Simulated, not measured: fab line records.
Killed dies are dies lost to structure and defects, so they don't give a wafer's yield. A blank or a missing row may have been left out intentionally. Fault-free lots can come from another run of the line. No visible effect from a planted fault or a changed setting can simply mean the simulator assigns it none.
Split-lot study    flow sfqLine    23 wafers read from 5 lots, route of 325 steps

SPLIT DETAILS
At SFQ_TRILAYER_I5_LITHO_COAT_149 (resist thk 62 nm), the setting spinRpm was moved away from the recipe's 3000 rpm on 12 of the 23 wafers read, by -6.4% to +4.0%. All remaining wafers had this setting at the recipe value.

The reading is taken at the split's own step.

THE READING
BARC_of_TRILAYER_I5_LITHO_COAT_149.thkNm (the simulator's own value, which no gauge read), in nm, at SFQ_TRILAYER_I5_LITHO_COAT_149 (resist thk 62 nm). There is no usual value for it anywhere in the file. The 11 wafers here that ran the recipe average 62.12 nm, standard deviation 0.22 nm.

wafer   tool, chamber at the split  spinRpm as run, rpm  against the recipe  BARC_of_TRILAYER_I5_LITHO_COAT_149.thkNm, nm  against lot-mates on the recipe
L074.4  lithoTrack-03, 0            3000                 recipe              62.08                                         -
L074.5  lithoTrack-03, 0            3000                 recipe              62.09                                         -
L074.6  lithoTrack-03, 0            3000                 recipe              61.92                                         -
L076.1  lithoTrack-01, 0            3120                 +4.0%               60.57                                         -1.48
L076.2  lithoTrack-01, 0            3000                 recipe              61.91                                         -
L076.3  lithoTrack-01, 0            3120                 +4.0%               60.73                                         -1.33
L076.4  lithoTrack-01, 0            3120                 +4.0%               60.67                                         -1.38
L076.6  lithoTrack-01, 0            3000                 recipe              62.2                                          -
L080.1  lithoTrack-01, 0            3000                 recipe              61.88                                         -
L080.2  lithoTrack-01, 0            2808                 -6.4%               63.98                                         +2.12
L080.4  lithoTrack-01, 0            2808                 -6.4%               64.18                                         +2.33
L080.5  lithoTrack-01, 0            3000                 recipe              61.83                                         -
L080.6  lithoTrack-01, 0            2808                 -6.4%               64.11                                         +2.25
L084.2  lithoTrack-03, 0            2812                 -6.3%               64.36                                         +1.88
L084.3  lithoTrack-03, 0            3000                 recipe              62.42                                         -
L084.4  lithoTrack-03, 0            2812                 -6.3%               64.6                                          +2.11
L084.5  lithoTrack-03, 0            3000                 recipe              62.55                                         -
L084.6  lithoTrack-03, 0            2812                 -6.3%               64.47                                         +1.98
L085.1  lithoTrack-03, 0            3000                 recipe              62.32                                         -
L085.2  lithoTrack-03, 0            2860                 -4.7%               63.75                                         +1.52
L085.3  lithoTrack-03, 0            2860                 -4.7%               63.74                                         +1.51
L085.5  lithoTrack-03, 0            3000                 recipe              62.14                                         -
L085.6  lithoTrack-03, 0            2860                 -4.7%               63.81                                         +1.58

THE FIT
A straight line over all 23 wafers: BARC_of_TRILAYER_I5_LITHO_COAT_149.thkNm changes by -0.349 nm for each +1% of spinRpm; r = -0.99; the points scatter about the line by 0.21 nm.
The same after taking each lot's own level away (the mean of its wafers on the recipe; 23 wafers): -0.337 nm for each +1%; r = -1.00; scatter 0.1 nm.
That fit puts the effect of the largest move of spinRpm on the reading at 2.2 nm.
Measured against the standard deviation above, the lots' own levels, which go from 61.855 to 62.485 nm, span 2.8 times it.
Consequently the slope shifts little with the lot-to-lot level, the two slopes agreeing.
Check: with one of the wafers moved furthest among these (-6.4%) left out of the fit, the line predicts +2.14 nm for it against its lot-mates. It came out at +2.12 nm against them.

OTHER SPLITS ON THESE WAFERS
Other splits were also applied to these wafers ahead of the reading. Each is held against what the fit with the lots' levels taken away leaves over:
other split on the same wafers                  wafers away from the commonest value  r with BARC_of_TRILAYER_I5_LITHO_COAT_149.thkNm (lot level and that fit taken away)
SFQ_TRILAYER_JJ_TRILAYER_DEP_SPUTTER_112 timeS  8                                     -0.25
SFQ_TRILAYER_M5_LITHO_COAT_123 spinRpm          11                                    +0.13
SFQ_TRILAYER_M5_ETCH_METAL_ETCH_126 timeS       2                                     -0.03
SFQ_TRILAYER_R5_DEP_SPUTTER_132 powerW          12                                    -0.26
SFQ_TRILAYER_R5_LITHO_COAT_141 spinRpm          5                                     -0.21

THE FILE'S OWN FIT
BARC_of_TRILAYER_I5_LITHO_COAT_149.thkNm changes by -0.335 nm for each +1% of spinRpm, r = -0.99.
